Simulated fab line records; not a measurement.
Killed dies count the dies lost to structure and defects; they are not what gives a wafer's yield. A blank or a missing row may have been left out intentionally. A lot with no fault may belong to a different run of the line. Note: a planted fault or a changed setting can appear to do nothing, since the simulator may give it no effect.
The same fault as seen by 2 desks -- flow sfq-line -- each desk holds nothing but its own numbers, with what lay behind them at the end

== FOR THE TOOL OWNER'S DESK: pvd-sputter-03 ==
The tool's own readings at SFQ_TRILAYER_M0_DEP_SPUTTER_019 (material Nb, target thk 200 nm, time 133.3 s): means of the sampled wafers that have a number, for each lot that ran on this tool. Marked OUT: a lot whose mean sits more than 4 standard deviations from the usual mean, which makes it out of limits; the brackets give that distance.
Columns: A = throttle-valve-pct at SFQ_TRILAYER_M0_DEP_SPUTTER_019, usual 30.0 %
lot,first seen here,A
L802,day 10 16:15,28.7
L803,day 11 00:03,31.1
L811,day 13 11:01,30.6
L814,day 14 08:43,30.0
Result from this desk: across the 4 lots, nothing is out of limits.

== AT THE METROLOGY DESK ==
Means of the sampled wafers that have a number, per lot and without regard to the tool the lot ran on: this is what the gauges read. Marked OUT: a lot whose mean sits more than 4 standard deviations from the usual mean, which makes it out of limits; the brackets give that distance.
Columns: A = L0V_OVL at SFQ_L0V_OVL_MEAS_903, usual 1 nm; B = M0_NB_RS at SFQ_M0_RS_MEAS_904, usual 0.891 ohm/sq; C = M0_OVL at SFQ_M0_OVL_MEAS_906, usual -6 nm; D = I0_BOW at SFQ_I0_BOW_MEAS_907, usual 1 um; E = I0_OVL at SFQ_I0_OVL_MEAS_908, usual -1 nm; F = M8_BOW at SFQ_M8_BOW_MEAS_951, usual 10 um
lot,first seen here,A,B,C,D,E,F
L800,day 10 05:44,-7,0.888,-6,-2,6,17
L802,day 10 15:20,8,0.918,-14,-1,-2,14
L803,day 10 22:32,9,0.901,-13,-1,1,-5
L805,day 11 12:36,-1,0.895,0,12,-4,24
L811,day 13 09:29,3,0.892,-4,5,4,32
L814,day 14 07:47,-5,0.896,-18,0,-5,9
Result from this desk: across the 6 lots, nothing is out of limits.

== TAKEN TOGETHER ==
The tool owner's desk saw nothing out of limits.
The metrology desk saw nothing out of limits.

== WHAT THE SIMULATOR HAD PUT IN ==
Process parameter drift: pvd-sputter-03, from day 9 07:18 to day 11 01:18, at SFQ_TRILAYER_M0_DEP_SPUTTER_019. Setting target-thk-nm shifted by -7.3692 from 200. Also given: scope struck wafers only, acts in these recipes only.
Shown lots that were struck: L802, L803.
